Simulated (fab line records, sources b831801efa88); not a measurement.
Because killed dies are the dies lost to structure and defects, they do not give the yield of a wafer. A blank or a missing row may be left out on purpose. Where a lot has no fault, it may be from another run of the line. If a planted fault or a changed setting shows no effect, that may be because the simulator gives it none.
fab line records	flow gf180mcu
[record] lots = 10	wafers = 30	last-day = 34
route steps=602 shown V1@357 M2@364
lots that met no fault: taken from a fault-free run of the same line
start-h: hours from the record's first day to the start of the lot's first wafer shown	wait-h: hours elapsed since this lot's preceding step	" unchanged from the row above	L1.1+2: a single row standing in for several wafers	- either no value or no given start	* or withheld: withheld	< > ~ a bound
route shown NAME@n: names a module that has steps shown in the file, with the first one's number in the route	usual: average and standard deviation across the fault-free wafers	same: alike in all rows	chamber/n: place in a boat	sites: readings site by site	_std_site: standard deviation of those values	_edge_site: the outer-site mean with the inner-site mean subtracted	radius-mm: how far each site lies from the wafer's centre	mask NAME#n: copy n	behind: tool/chamber where the wafer was last shaped	hold: cause of the lot's hold/its duration in hours/its outcome	device: transistor that didn't switch, given as n, p or np	end of line: tests of these same wafers at the route's end	where a step has no rows: the recipe by itself	killed: the dies lost at the first sort to structure and to defects; this is not the yield of the wafer	map: a wafer's dies, x killed, . not, _ none there
set.NAME: the setting the step ran with; set.NAME@STEP: the setting that earlier step ran with	model.NAME: the simulator's own value behind a step, which no gauge read
steps of the route over a sample of lots; a table a step, a row a wafer
services: when a tool's chamber went out of use (start-h, in hours from the record's first day, below 0 if earlier), for how many hours, and the reason
[[steps]]
[step GF_V1_SPUTTER_22]
[recipe] material = TiN	target-thk-nm = 10	chamber-pressure-pa = 5	power-w = 4000	time-s = 40
[usual] throttle-valve-pct = 30.1/0.85
lot.wafer	tool	chamber	start-h	wait-h	throttle-valve-pct
L845.2	pvd-sputter-04	-	418.45	0.0	29.4
L845.3	"	-	"	"	30.4
L845.6	"	-	"	"	30.4
L846.1	pvd-sputter-04	-	424.55	0.0	30.7
L846.3	"	-	"	"	30.3
L846.5	"	-	"	"	30.5
L848.2	pvd-sputter-04	-	444.14	0.0	30.5
L848.3	"	-	"	"	29.9
L848.4	"	-	"	"	29.4
L854.1	pvd-sputter-01	-	503.64	0.0	30.3
L854.2	"	-	"	"	30.3
L854.6	"	-	"	"	30.3
L861.1	pvd-sputter-01	-	569.42	0.0	30.2
L861.5	"	-	"	"	31.3
L861.6	"	-	"	"	27.9
L862.1	pvd-sputter-04	-	576.59	0.0	30.7
L862.2	"	-	"	"	30.5
L862.5	"	-	"	"	30.1
L863.1	pvd-sputter-01	-	590.73	0.0	28.5
L863.4	"	-	"	"	30.3
L863.6	"	-	"	"	31.3
L864.1	pvd-sputter-02	-	591.45	0.0	31.2
L864.2	"	-	"	"	29.9
L864.3	"	-	"	"	30.6
L866.1	pvd-sputter-01	-	607.31	0.0	30.5
L866.2	"	-	"	"	31.2
L866.4	"	-	"	"	28.2
L867.2	pvd-sputter-04	-	610.14	0.0	30.4
L867.5	"	-	"	"	29.2
L867.6	"	-	"	"	29.7
[step GF_V1_THK_MEAS_25]
[recipe] thk-meas-gauge = xrf	reads = W_of_V1_CVD_23
[usual] V1_W_THK = 352/8.2
lot.wafer	tool	chamber	start-h	wait-h	V1_W_THK[nm]
L845.2	film-metro-03	-	418.73	0.1	353
L845.3	"	-	"	"	348
L845.6	"	-	"	"	364
L846.1	film-metro-02	-	424.82	0.1	357
L846.3	"	-	"	"	359
L846.5	"	-	"	"	354
L848.2	film-metro-03	-	444.43	0.1	348
L848.3	"	-	"	"	363
L848.4	"	-	"	"	351
L854.1	film-metro-03	-	503.91	0.1	357
L854.2	"	-	"	"	349
L854.6	"	-	"	"	355
L861.1	film-metro-03	-	569.69	0.1	365
L861.5	"	-	"	"	349
L861.6	"	-	"	"	367
L862.1	film-metro-03	-	576.86	0.1	340
L862.2	"	-	"	"	354
L862.5	"	-	"	"	351
L863.1	film-metro-02	-	591.00	0.1	346
L863.4	"	-	"	"	360
L863.6	"	-	"	"	349
L864.1	film-metro-03	-	591.72	0.1	362
L864.2	"	-	"	"	347
L864.3	"	-	"	"	348
L866.1	film-metro-04	-	607.58	0.1	339
L866.2	"	-	"	"	336
L866.4	"	-	"	"	345
L867.2	film-metro-03	-	610.42	0.1	361
L867.5	"	-	"	"	345
L867.6	"	-	"	"	360
[step GF_M2_SPUTTER_02]
[recipe] material = AlCu	target-thk-nm = 450	power-w = 10600	time-s = 23.9	chamber-pressure-pa = 0.4
[usual] throttle-valve-pct = 30.1/1.2
lot.wafer	tool	chamber	start-h	wait-h	throttle-valve-pct
L845.2	pvd-sputter-02	-	419.21	0.0	30.5
L845.3	"	-	"	"	30.8
L845.6	"	-	"	"	30.1
L846.1	pvd-sputter-02	-	425.31	0.0	29.7
L846.3	"	-	"	"	30.6
L846.5	"	-	"	"	30.9
L848.2	pvd-sputter-04	-	444.91	0.0	29.9
L848.3	"	-	"	"	30.1
L848.4	"	-	"	"	30.6
L854.1	pvd-sputter-02	-	504.40	0.0	31.0
L854.2	"	-	"	"	30.4
L854.6	"	-	"	"	30.9
L861.1	pvd-sputter-04	-	570.21	0.0	30.3
L861.5	"	-	"	"	30.2
L861.6	"	-	"	"	29.2
L862.1	pvd-sputter-03	-	577.35	0.0	30.9
L862.2	"	-	"	"	27.3
L862.5	"	-	"	"	31.8
L863.1	pvd-sputter-04	-	591.49	0.0	30.8
L863.4	"	-	"	"	29.3
L863.6	"	-	"	"	29.9
L864.1	pvd-sputter-03	-	592.21	0.0	30.7
L864.2	"	-	"	"	27.8
L864.3	"	-	"	"	27.4
L866.1	pvd-sputter-02	-	608.07	0.0	30.9
L866.2	"	-	"	"	30.6
L866.4	"	-	"	"	30.0
L867.2	pvd-sputter-02	-	611.16	0.0	30.8
L867.5	"	-	"	"	30.8
L867.6	"	-	"	"	30.9
[step GF_M2_SPUTTER_03]
[recipe] material = Ti	target-thk-nm = 10	substrate-temp-c = 300	chamber-pressure-pa = 0.3	power-w = 3000	time-s = 6.7
[usual] throttle-valve-pct = 30.1/1.2
lot.wafer	tool	chamber	start-h	wait-h	throttle-valve-pct
L845.2	pvd-sputter-02	-	419.24	0.0	30.7
L845.3	"	-	"	"	30.9
L845.6	"	-	"	"	30.1
L846.1	pvd-sputter-02	-	425.34	0.0	29.8
L846.3	"	-	"	"	30.7
L846.5	"	-	"	"	31.1
L848.2	pvd-sputter-04	-	444.94	0.0	29.7
L848.3	"	-	"	"	30.1
L848.4	"	-	"	"	30.4
L854.1	pvd-sputter-02	-	504.43	0.0	31.1
L854.2	"	-	"	"	30.7
L854.6	"	-	"	"	30.8
L861.1	pvd-sputter-04	-	570.24	0.0	30.1
L861.5	"	-	"	"	30.2
L861.6	"	-	"	"	29.5
L862.1	pvd-sputter-03	-	577.38	0.0	30.4
L862.2	"	-	"	"	27.6
L862.5	"	-	"	"	31.7
L863.1	pvd-sputter-04	-	591.52	0.0	30.6
L863.4	"	-	"	"	29.4
L863.6	"	-	"	"	29.4
L864.1	pvd-sputter-03	-	592.24	0.0	30.7
L864.2	"	-	"	"	27.8
L864.3	"	-	"	"	27.3
L866.1	pvd-sputter-02	-	608.10	0.0	30.7
L866.2	"	-	"	"	30.8
L866.4	"	-	"	"	29.9
L867.2	pvd-sputter-02	-	611.19	0.0	30.7
L867.5	"	-	"	"	30.7
L867.6	"	-	"	"	30.7
[step GF_M2_RS_MEAS_05]
[recipe] thk-meas-gauge = four-point-probe	reads = TiN_of_M2_SPUTTER_04+Ti_of_M2_SPUTTER_03+AlCu_of_M2_SPUTTER_02+TiN_of_M2_SPUTTER_01+Ti_of_M2_SPUTTER_00
[usual] M2_ALCU_RS = 0.0696/0.0007
lot.wafer	tool	chamber	start-h	wait-h	M2_ALCU_RS[ohm/sq]
L845.2	film-metro-02	-	419.32	0.0	0.0696
L845.3	"	-	"	"	0.0692
L845.6	"	-	"	"	0.0701
L846.1	film-metro-02	-	425.40	0.0	0.0710
L846.3	"	-	"	"	0.0708
L846.5	"	-	"	"	0.0696
L848.2	film-metro-01	-	445.02	0.0	0.0700
L848.3	"	-	"	"	0.0701
L848.4	"	-	"	"	0.0705
L854.1	film-metro-04	-	504.49	0.0	0.0691
L854.2	"	-	"	"	0.0856
L854.6	"	-	"	"	0.0830
L861.1	film-metro-02	-	570.30	0.0	0.0687
L861.5	"	-	"	"	0.0697
L861.6	"	-	"	"	0.0700
L862.1	film-metro-01	-	577.44	0.0	0.0698
L862.2	"	-	"	"	0.0686
L862.5	"	-	"	"	0.0694
L863.1	film-metro-01	-	591.58	0.0	0.0708
L863.4	"	-	"	"	0.0711
L863.6	"	-	"	"	0.0694
L864.1	film-metro-01	-	592.30	0.0	0.0700
L864.2	"	-	"	"	0.0696
L864.3	"	-	"	"	0.0689
L866.1	film-metro-04	-	608.16	0.0	0.0693
L866.2	"	-	"	"	0.0698
L866.4	"	-	"	"	0.0698
L867.2	film-metro-01	-	611.27	0.0	0.0699
L867.5	"	-	"	"	0.0695
L867.6	"	-	"	"	0.0695
[step GF_M2_THK_MEAS_06]
[recipe] thk-meas-gauge = xrf	reads = AlCu_of_M2_SPUTTER_02
[usual] M2_ALCU_THK = 460/5
lot.wafer	tool	chamber	start-h	wait-h	M2_ALCU_THK[nm]
L845.2	film-metro-02	-	419.43	0.1	458
L845.3	"	-	"	"	463
L845.6	"	-	"	"	457
L846.1	film-metro-02	-	425.52	0.1	451
L846.3	"	-	"	"	450
L846.5	"	-	"	"	460
L848.2	film-metro-01	-	445.13	0.1	462
L848.3	"	-	"	"	458
L848.4	"	-	"	"	458
L854.1	film-metro-04	-	504.61	0.1	460
L854.2	"	-	"	"	374
L854.6	"	-	"	"	384
L861.1	film-metro-02	-	570.42	0.1	464
L861.5	"	-	"	"	458
L861.6	"	-	"	"	459
L862.1	film-metro-01	-	577.56	0.1	461
L862.2	"	-	"	"	470
L862.5	"	-	"	"	464
L863.1	film-metro-01	-	591.70	0.1	457
L863.4	"	-	"	"	452
L863.6	"	-	"	"	466
L864.1	film-metro-01	-	592.42	0.1	460
L864.2	"	-	"	"	463
L864.3	"	-	"	"	468
L866.1	film-metro-04	-	608.28	0.1	458
L866.2	"	-	"	"	458
L866.4	"	-	"	"	456
L867.2	film-metro-01	-	611.38	0.1	459
L867.5	"	-	"	"	462
L867.6	"	-	"	"	463
[step GF_M2_METAL_ETCH_16]
[recipe] chemistry = Cl2/BCl3	mask-material = KrF	target-depth-nm = 627.5	stop-on = SiO2	pressure-mtorr = 8	icp-w = 800	bias-w = 140	Cl2_flow_sccm = 80	bcl3-flow-sccm = 40	time-s = 104.6
[usual] bias-w = 140.0/0.41	chamber-pressure-mTorr = 8.000/0.0075	drypump-motor-current-A = 5.6/0.32	oes-product-au = 0.971/0.006	throttle-valve-pct = 28.251/0.01
lot.wafer	tool	chamber	start-h	wait-h	bias-w	chamber-pressure-mTorr	drypump-motor-current-A	oes-product-au	rf-hours-counter-h	throttle-valve-pct
L845.2	rie-metal-04	1	443.07	0.0	140.2	8.001	5.4	0.974	8	28.250
L845.3	"	1	"	"	139.9	8.007	5.4	0.971	-	28.252
L845.6	"	0	"	"	139.9	7.996	5.1	0.964	-	28.253
L846.1	rie-metal-01	1	450.22	0.0	139.8	8.003	5.5	0.969	8	28.265
L846.3	"	1	"	"	139.7	7.992	5.5	0.956	-	28.250
L846.5	"	1	"	"	139.7	7.992	5.5	0.969	-	28.245
L848.2	rie-metal-04	0	469.62	0.0	140.4	8.006	5.1	0.971	4	28.247
L848.3	"	1	"	"	139.6	8.006	5.4	0.970	-	28.243
L848.4	"	0	"	"	140.1	7.992	5.1	0.958	-	28.263
L854.1	rie-metal-04	1	527.57	0.0	139.8	8.012	5.5	0.970	10	28.243
L854.2	"	0	"	"	140.3	8.011	5.1	0.889	5	28.327
L854.6	"	0	"	"	139.8	7.991	5.1	0.900	-	28.326
L861.1	rie-metal-02	0	592.02	0.0	139.8	7.991	6.0	0.982	9	28.247
L861.5	"	1	"	"	140.2	8.002	5.9	0.966	-	28.260
L861.6	"	0	"	"	139.9	8.010	6.0	0.968	-	28.258
L862.1	rie-metal-01	1	598.82	0.0	139.7	7.997	5.5	0.959	11	28.258
L862.2	"	0	"	"	140.1	8.003	5.5	0.971	4	28.274
L862.5	"	1	"	"	139.1	7.995	5.5	0.976	-	28.260
L863.1	rie-metal-04	0	612.92	0.0	140.3	8.007	5.1	0.958	7	28.275
L863.4	"	1	"	"	140.6	8.002	5.4	0.966	-	28.252
L863.6	"	1	"	"	139.9	7.993	5.4	0.966	-	28.263
L864.1	rie-metal-01	0	613.67	0.0	140.9	8.002	5.5	0.967	4	28.236
L864.2	"	1	"	"	140.3	8.013	5.5	0.980	12	28.236
L864.3	"	1	"	"	139.7	7.989	5.5	0.964	-	28.242
L866.1	rie-metal-01	0	629.07	0.0	139.9	7.997	5.5	0.969	5	28.252
L866.2	"	1	"	"	139.9	7.987	5.5	0.961	12	28.246
L866.4	"	1	"	"	140.1	7.995	5.5	0.969	-	28.250
L867.2	rie-metal-02	1	631.42	0.0	139.9	8.000	5.9	0.964	4	28.245
L867.5	"	1	"	"	140.2	7.996	5.9	0.969	-	28.249
L867.6	"	0	"	"	139.8	8.003	6.1	0.971	-	28.239
[[services]]
tool	chamber	start-h	hours	kind
rie-metal-02	-	407.67	2.8	pm
pvd-sputter-01	-	418.78	4.6	repair
pvd-sputter-04	1	424.28	-	consumable-replace:kit
pvd-sputter-04	1	424.28	18.0	scheduled-down
pvd-sputter-04	1	424.28	18.0	vent-cycle
rie-metal-01	0	433.69	-	clean
rie-metal-01	0	433.69	13.1	scheduled-down
rie-metal-01	0	433.69	13.1	vent-cycle
pvd-sputter-03	-	443.32	2.5	repair
pvd-sputter-01	-	446.97	2.8	repair
pvd-sputter-03	1	480.60	-	consumable-replace:kit
pvd-sputter-03	1	480.60	18.0	scheduled-down
pvd-sputter-03	1	480.60	18.0	vent-cycle
pvd-sputter-02	0	504.49	-	consumable-replace:kit
pvd-sputter-02	0	504.49	18.0	scheduled-down
pvd-sputter-02	0	504.49	18.0	vent-cycle
pvd-sputter-03	-	523.74	8.0	repair
pvd-sputter-04	-	596.07	2.4	repair
pvd-sputter-01	-	603.84	2.5	repair
pvd-sputter-02	3	611.25	-	consumable-replace:kit
pvd-sputter-02	3	611.25	18.0	scheduled-down
pvd-sputter-02	3	611.25	18.0	vent-cycle
rie-metal-02	-	624.21	1.4	pm
pvd-sputter-01	-	629.59	5.7	repair
[[key]]
[first-sign] step = GF_M2_RS_MEAS_05	reading = M2_ALCU_RS	direction = up	sigmas = 21	usual = 0.0696	struck = 0.0843
[effect] step = GF_M2_THK_MEAS_06	reading = M2_ALCU_THK	direction = down	sigmas = 16	usual = 460	struck = 379
[effect] step = GF_M2_METAL_ETCH_16	reading = oes-product-au	direction = down	sigmas = 13	usual = 0.971	struck = 0.894
met-at GF_M2_SPUTTER_02
struck-lots L854
struck-wafers L854.2,L854.6
not-acting-at GF_V1_SPUTTER_22,GF_V1_THK_MEAS_25,GF_M2_SPUTTER_03
onset-between 425.31 504.40
[fault] kind = process-parameter-drift	tool = pvd-sputter-02	chamber = -	onset-h = 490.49	steps = GF_M2_SPUTTER_02	channel = target-thk-nm	offset = -78.108	shape = step	end-h = 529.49	scope = struck-wafers-only	acts-in = these-recipes-only	stated = 450
